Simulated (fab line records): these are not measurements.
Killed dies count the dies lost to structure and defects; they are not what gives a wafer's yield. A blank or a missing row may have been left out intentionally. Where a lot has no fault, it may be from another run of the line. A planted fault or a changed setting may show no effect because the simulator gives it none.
Chamber matching :: flow gf180mcu :: GF_V4_CMP_04 on cmp-01: 4 sister chambers
The step polishes SiO2. 27 wafers are shown with their chamber, then 12 later ones without.

WAFERS WITH THEIR CHAMBER
wafer: L078.2
chamber: 3
motorCurrentA (A): 12.2
edgeZonePressureFrac: 0.995
timeToEndpointS (s): 71

wafer: L078.4
chamber: 2
motorCurrentA (A): 13.3
edgeZonePressureFrac: 1.006
timeToEndpointS (s): 73

wafer: L078.5
chamber: 0
motorCurrentA (A): 11.2
edgeZonePressureFrac: 1.005
timeToEndpointS (s): 81

wafer: L080.3
chamber: 0
motorCurrentA (A): 11.1
edgeZonePressureFrac: 0.992
timeToEndpointS (s): 79

wafer: L080.4
chamber: 1
motorCurrentA (A): 11.8
edgeZonePressureFrac: 1.003
timeToEndpointS (s): 82

wafer: L080.5
chamber: 2
motorCurrentA (A): 12.9
edgeZonePressureFrac: 1.005
timeToEndpointS (s): 75

wafer: L083.2
chamber: 3
motorCurrentA (A): 11.7
edgeZonePressureFrac: 1.002
timeToEndpointS (s): 73

wafer: L083.3
chamber: 2
motorCurrentA (A): 13.3
edgeZonePressureFrac: 0.996
timeToEndpointS (s): 76

wafer: L083.4
chamber: 1
motorCurrentA (A): 11.8
edgeZonePressureFrac: 0.995
timeToEndpointS (s): 86

wafer: L084.1
chamber: 2
motorCurrentA (A): 13.7
edgeZonePressureFrac: 0.997
timeToEndpointS (s): 80

wafer: L084.3
chamber: 1
motorCurrentA (A): 12.3
edgeZonePressureFrac: 0.997
timeToEndpointS (s): 84

wafer: L084.6
chamber: 0
motorCurrentA (A): 10.9
edgeZonePressureFrac: 0.998
timeToEndpointS (s): 86

wafer: L085.2
chamber: 2
motorCurrentA (A): 12.9
edgeZonePressureFrac: 1.003
timeToEndpointS (s): 74

wafer: L085.4
chamber: 1
motorCurrentA (A): 11.7
edgeZonePressureFrac: 0.993
timeToEndpointS (s): 78

wafer: L085.6
chamber: 1
motorCurrentA (A): 12.2
edgeZonePressureFrac: 0.995
timeToEndpointS (s): 78

wafer: L086.3
chamber: 1
motorCurrentA (A): 12.3
edgeZonePressureFrac: 0.995
timeToEndpointS (s): 81

wafer: L086.5
chamber: 3
motorCurrentA (A): 11.9
edgeZonePressureFrac: 1.005
timeToEndpointS (s): 81

wafer: L086.6
chamber: 0
motorCurrentA (A): 10.7
edgeZonePressureFrac: 0.990
timeToEndpointS (s): 86

wafer: L088.3
chamber: 3
motorCurrentA (A): 12.2
edgeZonePressureFrac: 1.004
timeToEndpointS (s): 78

wafer: L088.4
chamber: 2
motorCurrentA (A): 13.4
edgeZonePressureFrac: 1.005
timeToEndpointS (s): 72

wafer: L088.6
chamber: 3
motorCurrentA (A): 11.6
edgeZonePressureFrac: 1.001
timeToEndpointS (s): 80

wafer: L089.1
chamber: 0
motorCurrentA (A): 10.5
edgeZonePressureFrac: 0.997
timeToEndpointS (s): 72

wafer: L089.3
chamber: 1
motorCurrentA (A): 12.1
edgeZonePressureFrac: 0.992
timeToEndpointS (s): 73

wafer: L089.5
chamber: 3
motorCurrentA (A): 12.1
edgeZonePressureFrac: 1.002
timeToEndpointS (s): 72

wafer: L090.1
chamber: 0
motorCurrentA (A): 10.9
edgeZonePressureFrac: 0.998
timeToEndpointS (s): 69

wafer: L090.3
chamber: 3
motorCurrentA (A): 11.6
edgeZonePressureFrac: 1.003
timeToEndpointS (s): 73

wafer: L090.6
chamber: 3
motorCurrentA (A): 11.4
edgeZonePressureFrac: 1.000
timeToEndpointS (s): 72

SIGNATURES (means of the wafers above)
reading: motorCurrentA
chamber 0: 10.883
chamber 1: 12.029
chamber 2: 13.250
chamber 3: 11.838
scatter within a chamber: 0.284

reading: edgeZonePressureFrac
chamber 0: 0.99667
chamber 1: 0.99571
chamber 2: 1.00200
chamber 3: 1.00150
scatter within a chamber: 0.00406

reading: timeToEndpointS
chamber 0: 78.83
chamber 1: 80.29
chamber 2: 75.00
chamber 3: 75.00
scatter within a chamber: 4.74
Rule: distance of a wafer from a chamber = root of the sum over the readings of ((wafer's reading minus chamber's mean) / reading's scatter) squared. The wafer belongs to the nearest chamber; if the next one is less than 2 further off, it can't be placed. The scatter: the root of (the sum of the squares of (reading less its chamber's mean) over the shown wafers, divided by (wafers less chambers)).

WAFERS MISSING THEIR CHAMBER
wafer: L091.3
motorCurrentA (A): 12.5
edgeZonePressureFrac: 0.994
timeToEndpointS (s): 78

wafer: L091.4
motorCurrentA (A): 10.7
edgeZonePressureFrac: 1.012
timeToEndpointS (s): 82

wafer: L091.5
motorCurrentA (A): 11.1
edgeZonePressureFrac: 1.010
timeToEndpointS (s): 76

wafer: L092.3
motorCurrentA (A): 11.0
edgeZonePressureFrac: 1.000
timeToEndpointS (s): 71

wafer: L092.4
motorCurrentA (A): 12.3
edgeZonePressureFrac: 0.997
timeToEndpointS (s): 80

wafer: L092.6
motorCurrentA (A): 11.7
edgeZonePressureFrac: 0.998
timeToEndpointS (s): 77

wafer: L096.3
motorCurrentA (A): 11.6
edgeZonePressureFrac: 1.001
timeToEndpointS (s): 77

wafer: L096.4
motorCurrentA (A): 10.9
edgeZonePressureFrac: 1.003
timeToEndpointS (s): 71

wafer: L096.6
motorCurrentA (A): 10.5
edgeZonePressureFrac: 0.997
timeToEndpointS (s): 78

wafer: L097.1
motorCurrentA (A): 12.6
edgeZonePressureFrac: 1.002
timeToEndpointS (s): 73

wafer: L097.2
motorCurrentA (A): 11.0
edgeZonePressureFrac: 1.000
timeToEndpointS (s): 75

wafer: L097.4
motorCurrentA (A): 12.9
edgeZonePressureFrac: 0.997
timeToEndpointS (s): 74

WHICH CHAMBER EACH WENT THROUGH
wafer: L091.3
from the rows above: can't be placed: 1 or 3 or 2
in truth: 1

wafer: L091.4
from the rows above: can't be placed: 0 or 3
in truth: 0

wafer: L091.5
from the rows above: can't be placed: 3 or 0 or 1
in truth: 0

wafer: L092.3
from the rows above: can't be placed: 0 or 3
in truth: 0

wafer: L092.4
from the rows above: can't be placed: 1 or 3
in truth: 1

wafer: L092.6
from the rows above: can't be placed: 3 or 1 or 0
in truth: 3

wafer: L096.3
from the rows above: can't be placed: 3 or 1 or 0
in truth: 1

wafer: L096.4
from the rows above: can't be placed: 0 or 3
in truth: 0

wafer: L096.6
from the rows above: 0
in truth: 0

wafer: L097.1
from the rows above: can't be placed: 2 or 3 or 1
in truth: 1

wafer: L097.2
from the rows above: can't be placed: 0 or 3
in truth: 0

wafer: L097.4
from the rows above: can't be placed: 2 or 1
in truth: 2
1 of 12 placed correctly. These rows do not allow placing 11 (true chamber among the candidates in 11). Placed wrongly: 0.
